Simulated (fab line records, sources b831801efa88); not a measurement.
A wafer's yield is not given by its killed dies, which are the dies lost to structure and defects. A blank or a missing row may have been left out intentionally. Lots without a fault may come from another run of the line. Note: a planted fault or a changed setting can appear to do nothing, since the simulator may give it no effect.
Struck lot and sound lot, side by side | flow sky130 | 14 steps out of a route of 708
Sound: the wafers L392.1, L392.2, L392.6. The struck wafers were L396.1, L396.2, L396.6. The cause is named last.
For every step that has rows: the tool of each side, followed by ch and its chambers, followed by its first start. Under that, the readings that differ: sound wafers | struck wafers | difference of the means | sigmas: that difference in standard deviations of wafers without a fault.
alike: readings with means less than 2 such deviations apart, plus words and numbers identical on both sides. not compared: withheld readings, readings lacking a value on some wafer, bounds such as >300 that could conceal the same value, and numbers that have no deviation in the record and whose values overlap.
A row with sigmas, a row that says differs or no value, or rows on one side alone: a step with any of these is where the two part. When numbers do not overlap yet have no deviation, they are printed without sigmas and do not part them. A reading that every wafer of one side lacks parts them only if that side has two wafers or more.

SKY_LI_CONTACT_THK_MEAS_23: measures by xrf.
  struck on film metro-02, day 32 12:13; sound on film metro-04, day 31 05:23
  reading               | sound       | struck      | difference | sigmas
  LI_CONTACT_W_THK (nm) | 408 405 404 | 386 394 394 | -14        | -2
SKY_LI_CONTACT_CMP_24: polishes, stops on PSG, t overpolish 20 s, target thk 0 nm.
  sound on cmp-01 ch 0,2, day 31 05:30; struck on cmp-02 ch 1,2,3, day 32 12:19
  alike: motor current A, overpolish run s, platen rpm, time to endpoint s
SKY_LOCAL_INTERCONNECT_SPUTTER_00: material TiN, target thk 100 nm, time 83.3 s.
  struck on pvd sputter-02, day 32 12:34; sound on pvd sputter-02, day 31 05:45
  alike: chamber pressure pa, throttle valve pct
SKY_LOCAL_INTERCONNECT_RS_MEAS_01: measurement is done with a four-point probe.
  struck on film metro-02, day 32 12:38; sound on film metro-01, day 31 05:49
  alike: LOCAL_INTERCONNECT_TIN_RS
SKY_LOCAL_INTERCONNECT_THK_MEAS_02: measures by xrf.
  struck on film metro-02, day 32 12:45; sound on film metro-01, day 31 05:56
  alike: LOCAL_INTERCONNECT_TIN_THK
then, 7 steps without rows for these wafers: SKY_LOCAL_INTERCONNECT_DEHYDRATE_03 (time 60 s); SKY_LOCAL_INTERCONNECT_HMDS_04 (prime time 60 s); SKY_LOCAL_INTERCONNECT_COAT_05 (resist thk 60 nm); SKY_LOCAL_INTERCONNECT_COAT_06 (resist thk 450 nm); SKY_LOCAL_INTERCONNECT_SOFTBAKE_07 (time 90 s); SKY_LOCAL_INTERCONNECT_EXPOSE_08 (exposes mask LI1M, target cd 170 nm); SKY_LOCAL_INTERCONNECT_PEB_09.
SKY_LOCAL_INTERCONNECT_DEVELOP_10: develop time 60 s.
  sound on litho track-02 ch 0, day 32 09:00; struck on litho track-02, day 33 15:00
  no value came back on the struck wafers for chill plate temp C (C), develop time s (s); on the sound wafers chill plate temp C (C) reads 23.00 22.95 22.94
  reading                                                   | sound             | struck          | difference | sigmas
  model.KrF-thick_of_LOCAL_INTERCONNECT_COAT_06.thk nm (nm) | 433.9 435.2 435.1 | 450 449.4 449.8 | +15        |
SKY_LOCAL_INTERCONNECT_CD_MEAS_11 targets a cd of 170 nm.
  struck on cd sem-02, day 33 15:47; sound on cd sem-01, day 32 09:47
  reading    | sound             | struck | difference                    | sigmas
  cd nm (nm) | 167.1 167.1 169.6 | - - -  | no value on the struck wafers |

== WHERE THEY PART ==
Last at SKY_LOCAL_INTERCONNECT_CD_MEAS_11 as far as this record goes, first at SKY_LI_CONTACT_THK_MEAS_23.

WHY: what the simulator had put in
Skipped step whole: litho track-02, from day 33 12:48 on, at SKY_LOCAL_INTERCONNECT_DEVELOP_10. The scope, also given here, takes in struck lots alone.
